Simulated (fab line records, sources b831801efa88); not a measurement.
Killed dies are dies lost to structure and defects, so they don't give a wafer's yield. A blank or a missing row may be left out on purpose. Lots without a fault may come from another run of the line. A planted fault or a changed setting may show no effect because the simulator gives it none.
Chamber matching | flow gf180mcu | GF_V3_CMP_04 on cmp-01: 4 sister chambers
The step polishes SiO2. 4 wafers are shown with their chamber, then 12 later ones without.

WAFERS WITH THEIR CHAMBER
wafer  | chamber | motor_current_A (A)
L091.5 | 0       | 10.3
L092.4 | 1       | 13.6
L092.5 | 3       | 10.9
L092.6 | 2       | 11.1

WAFERS WITHOUT THEIR CHAMBER
wafer  | motor_current_A (A)
L094.1 | 13.2
L094.2 | 10.4
L094.6 | 10.6
L095.1 | 13.9
L095.2 | 11.5
L095.3 | 11.1
L096.2 | 10.7
L096.3 | 13.5
L096.4 | 10.8
L097.1 | 10.5
L097.5 | 11.0
L097.6 | 10.7

WHICH CHAMBER EACH WENT THROUGH
wafer  | from the rows above          | in truth
L094.1 | 1                            | 1
L094.2 | can't be placed: 0 or 3      | 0
L094.6 | can't be placed: 0 or 3 or 2 | 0
L095.1 | 1                            | 1
L095.2 | can't be placed: 2 or 3      | 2
L095.3 | can't be placed: 2 or 3      | 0
L096.2 | can't be placed: 3 or 0 or 2 | 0
L096.3 | 1                            | 1
L096.4 | can't be placed: 3 or 2 or 0 | 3
L097.1 | can't be placed: 0 or 3 or 2 | 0
L097.5 | can't be placed: 2 or 3      | 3
L097.6 | can't be placed: 3 or 0 or 2 | 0
Placed correctly: 3 of 12. Can't be placed from these rows: 9 (the true chamber is among the candidates in 8). Placed wrongly: 0.
How it was worked out, from the rows above alone: a wafer's distance from a chamber is the root of the sum, over the readings, of the square of ((its reading less the chamber's mean) divided by the reading's scatter). The wafer belongs to the nearest chamber; if the next one is less than 2 further off, it can't be placed. A chamber's mean is the mean of its shown wafers. The scatter: with one shown wafer a chamber, the root of the mean of the squares of how far each hidden wafer lies from its nearest shown one.
